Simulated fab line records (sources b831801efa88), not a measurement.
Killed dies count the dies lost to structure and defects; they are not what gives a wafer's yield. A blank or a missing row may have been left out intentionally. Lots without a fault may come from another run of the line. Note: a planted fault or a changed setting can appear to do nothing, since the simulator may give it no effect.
Struck lot and sound lot, side by side ; flow sky130 ; 17 out of 708 route steps
Sound: the wafers L915.3, L915.5, L915.6. Wafers struck: L923.3, L923.5, L923.6. The cause comes at the end.
Order at every step that has rows: each side's tool, ch and its chambers, its first start. Under that, the readings that differ: sound wafers ; struck wafers ; difference of the means ; sigmas: that difference in standard deviations of wafers without a fault.
alike: a reading whose means differ by less than 2 such deviations, as well as words and numbers matching on both sides. not compared: withheld readings; readings where some wafer has no value; bounds like >300 that might hide an equal value; numbers whose values overlap and for which the record gives no deviation.
The two part at a step that has a row with sigmas, a row that says differs or no value, or rows on one side only. Non-overlapping numbers with no deviation appear without sigmas and do not part them. A reading that every wafer of one side lacks parts them only if that side has two wafers or more.

first, 1 step without rows for these wafers: SKY_VT_ADJUST_PCH_IMPLANT_08.
SKY_VT_ADJUST_PCH_STRIP_09: strips in O2/N2.
  sound on plasma-asher-04 ch 0,1, day 12 14:22; struck on plasma-asher-04 ch 0,1, day 15 03:01
  alike: drypump-motor-current-A, oes-product-au, strip-time-to-endpoint-s
  not compared: rf-hours-counter-h
SKY_VT_ADJUST_PCH_TW_MEAS_10:
  sound on film-metro-04 at day 12 14:26; struck on film-metro-03 at day 15 03:07
  alike: VT_ADJUST_PCH_TW
then, 7 steps without rows for these wafers: SKY_SONOS_TUNNEL_DEHYDRATE_00 (time 60 s); SKY_SONOS_TUNNEL_HMDS_01 (prime time 60 s); SKY_SONOS_TUNNEL_COAT_02 (resist thk 1140 nm); SKY_SONOS_TUNNEL_SOFTBAKE_03 (time 60 s); SKY_SONOS_TUNNEL_EXPOSE_04 (exposes mask TUNM, target cd 410 nm); SKY_SONOS_TUNNEL_PEB_05; SKY_SONOS_TUNNEL_DEVELOP_06 (develop time 60 s).
SKY_SONOS_TUNNEL_CD_MEAS_07 targets a cd of 410 nm.
  sound on cd-sem-02 at day 13 14:59; struck on cd-sem-02 at day 16 07:02
  alike: cd-nm
SKY_SONOS_TUNNEL_OVL_MEAS_08:
  sound on overlay-01 at day 13 15:05; struck on overlay-02 at day 16 07:08
  alike: SONOS_TUNNEL_OVL
SKY_SONOS_TUNNEL_IMPLANT_09:
  sound on implanter-02 ch 0, day 13 15:10; struck on implanter-01 ch 0, day 16 07:13
reading;sound;struck;difference;sigmas
beam-on-s (s);9.86 10.42 10.20;7.55 7.50 7.89;-2.51;-13
faraday-current-uA;5.71 5.41 5.52;7.50 7.51 7.13;+1.83;+17
then, 2 steps without rows for these wafers: SKY_SONOS_TUNNEL_WET_ETCH_10 (etches SiO2 in dHF, target depth 14 nm, time 280 s); SKY_SONOS_TUNNEL_STRIP_11 (strips in SPM, time 600 s).
SKY_SONOS_TUNNEL_TW_MEAS_12:
  sound on film-metro-04 at day 13 15:34; struck on film-metro-03 at day 16 07:49
reading;sound;struck;difference;sigmas
SONOS_TUNNEL_TW;197.8 198.1 197.6;184.4 184.6 183.6;-13.6;-11
  not compared: hold
-- record jumps: 33 days separate the struck wafers' starts on either side; left off in module SONOS_TUNNEL, taken up again in module PAD_OPEN, whose first shown step is the route's number 708 --
SKY_PAD_OPEN_PROBE_99:
  sound on prober-01 at day 49 03:43; struck on prober-01 at day 49 08:13
reading;sound;struck;difference;sigmas
model.etest.sonos-programmed.off-log10-a-um;-13.99 -13.87 -13.79;-13.32 -13.55 -13.51;+0.42;
model.etest.sonos-uncharged.vt-v (V);-0.4567 -0.4229 -0.4345;-0.5165 -0.5256 -0.4603;-0.0628;
  alike: killed_at_M0_to_M3, killed_at_M4_up, killed-at-contacts, killed-at-front-end, killed-at-other, killed-dies, killed-open, killed-short

## WHERE THEY PART
First at SKY_SONOS_TUNNEL_IMPLANT_09; last, within this record, at SKY_SONOS_TUNNEL_TW_MEAS_12. Later steps at which nothing parts them and some readings are alike: SKY_PAD_OPEN_PROBE_99.

WHY: what had been put in by the simulator
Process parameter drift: implanter-01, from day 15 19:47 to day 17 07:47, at SKY_SONOS_TUNNEL_IMPLANT_09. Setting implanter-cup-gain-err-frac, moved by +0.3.
